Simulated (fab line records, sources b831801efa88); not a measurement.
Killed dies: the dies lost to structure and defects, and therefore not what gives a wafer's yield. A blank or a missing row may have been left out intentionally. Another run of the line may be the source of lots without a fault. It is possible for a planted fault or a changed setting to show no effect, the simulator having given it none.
2 desks, one fault :: flow sky130 :: each desk holds nothing but its own numbers, with what lay behind them at the end

== AT THE METROLOGY DESK ==
Means of the sampled wafers that have a number, per lot and without regard to the tool the lot ran on: this is what the gauges read. The brackets show how far a lot's mean lies from the usual mean; more than 4 standard deviations puts the lot out of limits, marked OUT.
Columns: A = VIA4_HDPCVD_THK at SKY_VIA4_THK_MEAS_01, usual 1745 nm; B = PASSIVATION_CVD_00_THK at SKY_PASSIVATION_THK_MEAS_01, usual 89.6 nm
lot: L666
first seen here: day 42 04:36
A: 1736
B: 87.7

lot: L667
first seen here: day 42 13:02
A: 1724
B: 89.3

lot: L668
first seen here: day 42 17:20
A: 1754
B: 90.3

lot: L669
first seen here: day 43 05:49
A: 1739
B: 90.2

lot: L671
first seen here: day 43 23:24
A: 1739
B: 87.3

lot: L672
first seen here: day 44 00:01
A: 1740
B: 88.3

lot: L673
first seen here: day 44 03:48
A: 1735
B: 88.0

lot: L675
first seen here: day 44 22:33
A: 1735
B: 90.3

lot: L681
first seen here: day 46 09:43
A: 1772
B: 91.2

lot: L684
first seen here: day 47 02:02
A: 1727
B: 89.1

lot: L689
first seen here: day 48 12:04
A: 1748
B: 88.6
This desk's verdict: no lot among the 11 shows anything out of limits.

== TOOL OWNER'S DESK, pecvd-04 ==
The tool's own readings at SKY_PASSIVATION_CVD_00 (deposits SiO2, target thk 90 nm): means of the sampled wafers that have a number, for each lot that ran on this tool. The brackets show how far a lot's mean lies from the usual mean; more than 4 standard deviations puts the lot out of limits, marked OUT.
Columns: A = heater-power-w at SKY_PASSIVATION_CVD_00, usual 647 W
lot: L668
first seen here: day 44 17:14
A: 623

lot: L671
first seen here: day 45 21:42
A: 607

lot: L672
first seen here: day 45 22:40
A: 635

lot: L673
first seen here: day 46 02:13
A: 696
This desk's verdict: no lot among the 4 shows anything out of limits.

== PUT TOGETHER ==
Nothing out of limits was seen by the metrology desk.
The tool owner's desk saw nothing out of limits.

== WHAT WAS PUT IN BY THE SIMULATOR ==
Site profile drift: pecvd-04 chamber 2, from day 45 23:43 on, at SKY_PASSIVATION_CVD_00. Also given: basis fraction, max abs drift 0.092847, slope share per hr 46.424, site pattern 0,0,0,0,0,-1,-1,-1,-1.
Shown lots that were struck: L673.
